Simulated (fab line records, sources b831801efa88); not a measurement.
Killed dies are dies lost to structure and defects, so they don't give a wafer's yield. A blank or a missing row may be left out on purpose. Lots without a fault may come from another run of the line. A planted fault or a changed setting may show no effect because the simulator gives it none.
Which tool did it? | flow gf180mcu | 10 lots, 30 wafers sampled, at 5 steps of a route of 602

WHAT THE GAUGES READ, wafer by wafer
GF_M4_THK_MEAS_06: measures by xrf.
lot  | measured     | on            | M4_ALCU_THK (nm)
L141 | day 23 07:22 | film_metro-03 | 449 457 449
L144 | day 24 07:09 | film_metro-03 | 455 447 457
L146 | day 24 22:43 | film_metro-01 | 445 442 454
L150 | day 26 15:30 | film_metro-03 | 465 454 456
L151 | day 26 19:14 | film_metro-03 | 450 455 443
L153 | day 27 05:31 | film_metro-04 | 455 450 455
L155 | day 28 00:37 | film_metro-04 | 434 448 445
L157 | day 28 10:19 | film_metro-04 | 456 452 451
L158 | day 28 16:45 | film_metro-01 | 450 465 462
L161 | day 29 11:16 | film_metro-03 | 449 450 455

GF_V4_RS_MEAS_24: measures by four-point-probe.
lot  | measured     | on            | V4_W_RS (ohm/sq)
L141 | day 25 06:10 | film_metro-03 | 0.325 0.328 0.329
L144 | day 26 04:01 | film_metro-03 | 0.319 0.320 0.324
L146 | day 26 19:11 | film_metro-02 | 0.322 0.327 0.327
L150 | day 28 10:14 | film_metro-03 | 0.320 0.321 0.324
L151 | day 28 12:34 | film_metro-03 | 0.321 0.494 0.494 0.322 0.495 0.493
L153 | day 28 22:26 | film_metro-03 | 0.323 0.323 0.491 0.323 0.324 0.491
L155 | day 29 16:53 | film_metro-04 | 0.329 0.334 0.330
L157 | day 30 02:16 | film_metro-04 | 0.330 0.331 0.328
L158 | day 30 08:41 | film_metro-04 | 0.334 0.330 0.332
L161 | day 31 01:34 | film_metro-02 | 0.329 0.328 0.327

GF_V4_THK_MEAS_25: measures by xrf.
lot  | measured     | on            | V4_W_THK (nm)
L141 | day 25 06:17 | film_metro-03 | 341 337 338
L144 | day 26 04:08 | film_metro-03 | 351 348 344
L146 | day 26 19:17 | film_metro-02 | 345 340 339
L150 | day 28 10:21 | film_metro-03 | 346 346 344
L151 | day 28 14:13 | film_metro-03 | 345 227 228 344 226 227
L153 | day 29 01:14 | film_metro-03 | 342 342 228 340 343 229
L155 | day 29 17:01 | film_metro-04 | 335 331 334
L157 | day 30 02:23 | film_metro-04 | 336 333 336
L158 | day 30 08:48 | film_metro-04 | 330 334 335
L161 | day 31 01:40 | film_metro-02 | 335 336 337

WHICH TOOL RAN EACH LOT (tool, then ch and the chambers of the sampled wafers, then the start)
lot  | GF_M3_STRIP_17                       | GF_V4_CVD_23
L141 | plasma_asher-04 ch 0,1, day 22 05:25 | cvd_w-02 ch 0,1, day 25 06:03
L144 | plasma_asher-03 ch 0,1, day 23 05:26 | cvd_w-01 ch 0,1, day 26 03:54
L146 | plasma_asher-03 ch 0,1, day 23 21:55 | cvd_w-01 ch 0,1, day 26 19:05
L150 | plasma_asher-04 ch 0,1, day 25 14:53 | cvd_w-01 ch 0,1, day 28 10:07
L151 | plasma_asher-04 ch 0,1, day 25 19:11 | cvd_w-01 ch 0,1, day 28 12:25
L153 | plasma_asher-03 ch 0,1, day 26 06:01 | cvd_w-01 ch 0,1, day 28 22:19
L155 | plasma_asher-01 ch 0,1, day 27 01:47 | cvd_w-02 ch 0,1, day 29 16:47
L157 | plasma_asher-01 ch 0,1, day 27 11:57 | cvd_w-02 ch 0,1, day 30 02:09
L158 | plasma_asher-03 ch 0,1, day 27 18:31 | cvd_w-02 ch 0, day 30 08:27
L161 | plasma_asher-03 ch 0,1, day 28 13:04 | cvd_w-02 ch 0,1, day 31 01:27
- GF_M3_STRIP_17: strips in O2/N2.
- GF_V4_CVD_23: deposits W, target thk 350 nm, time 104.9 s.

WHAT THE TOOLS THEMSELVES READ (means of the sampled wafers that have a number; where no wafer has one, the mark that the record gives instead)
GF_M3_STRIP_17.
lot  | tool            | drypump_motor_current_A (A) | heater_power_w (W) | oes_product_au (a.u.) | strip_time_to_endpoint_s (s)
L141 | plasma_asher-04 | 5.8                         | 323                | 0.535                 | 7.32
L144 | plasma_asher-03 | 5.9                         | 313                | 0.536                 | 7.35
L146 | plasma_asher-03 | 5.9                         | 320                | 0.532                 | 7.34
L150 | plasma_asher-04 | 5.3                         | 312                | 0.540                 | 7.45
L151 | plasma_asher-04 | 5.8                         | 318                | 0.538                 | 7.42
L153 | plasma_asher-03 | 5.9                         | 314                | 0.540                 | 7.42
L155 | plasma_asher-01 | 5.9                         | 291                | 0.537                 | 7.45
L157 | plasma_asher-01 | 5.9                         | 320                | 0.541                 | 7.43
L158 | plasma_asher-03 | 5.9                         | 315                | 0.539                 | 7.39
L161 | plasma_asher-03 | 5.9                         | 311                | 0.535                 | 7.39

GF_V4_CVD_23.
lot  | tool     | heater_power_outer_w (W) | heater_power_w (W)
L141 | cvd_w-02 | 604                      | 959
L144 | cvd_w-01 | 512                      | 827
L146 | cvd_w-01 | 526                      | 837
L150 | cvd_w-01 | 505                      | 829
L151 | cvd_w-01 | 515                      | 843
L153 | cvd_w-01 | 522                      | 868
L155 | cvd_w-02 | 613                      | 963
L157 | cvd_w-02 | 581                      | 916
L158 | cvd_w-02 | 566                      | 882
L161 | cvd_w-02 | 623                      | 962

THE ANSWER, worked out from the rows above alone
Rule: what is usual is taken from the lots themselves. Put in order of their means at a reading, lots are off if they are a third of the lots or fewer, leave a main group of 4 or more, and stand apart from it by a gap of 3 or more times the standard deviation of the main group's means; of several such gaps the widest counts. A main group whose means are all the same, to the digits that the tables above print for the reading, isn't used. A lot without any number at a reading at which 4 lots or more have one is off too. The other lots that the step has rows for count as sound. The gauges are gone through in route order, then the tools' own readings, and for those a lot's mean is taken as printed above. The first step at which some lot is off is used, and at that step the reading that is off furthest; a lot without a number counts as furthest.
Off: L151, L153, at GF_V4_RS_MEAS_24 (V4_W_RS). The main group: mean 0.327 ohm/sq, standard deviation 0.0038.
A tool fits if, at a process step before that reading, it ran every lot that is off, and no sound lot after the first of them. The gauges at GF_V4_RS_MEAS_24 are tried like those tools. Can't be told from this: 2 tools fit, cvd_w-01 at GF_V4_CVD_23, film_metro-03 at GF_V4_RS_MEAS_24.

WHAT THE SIMULATOR HAD PUT IN
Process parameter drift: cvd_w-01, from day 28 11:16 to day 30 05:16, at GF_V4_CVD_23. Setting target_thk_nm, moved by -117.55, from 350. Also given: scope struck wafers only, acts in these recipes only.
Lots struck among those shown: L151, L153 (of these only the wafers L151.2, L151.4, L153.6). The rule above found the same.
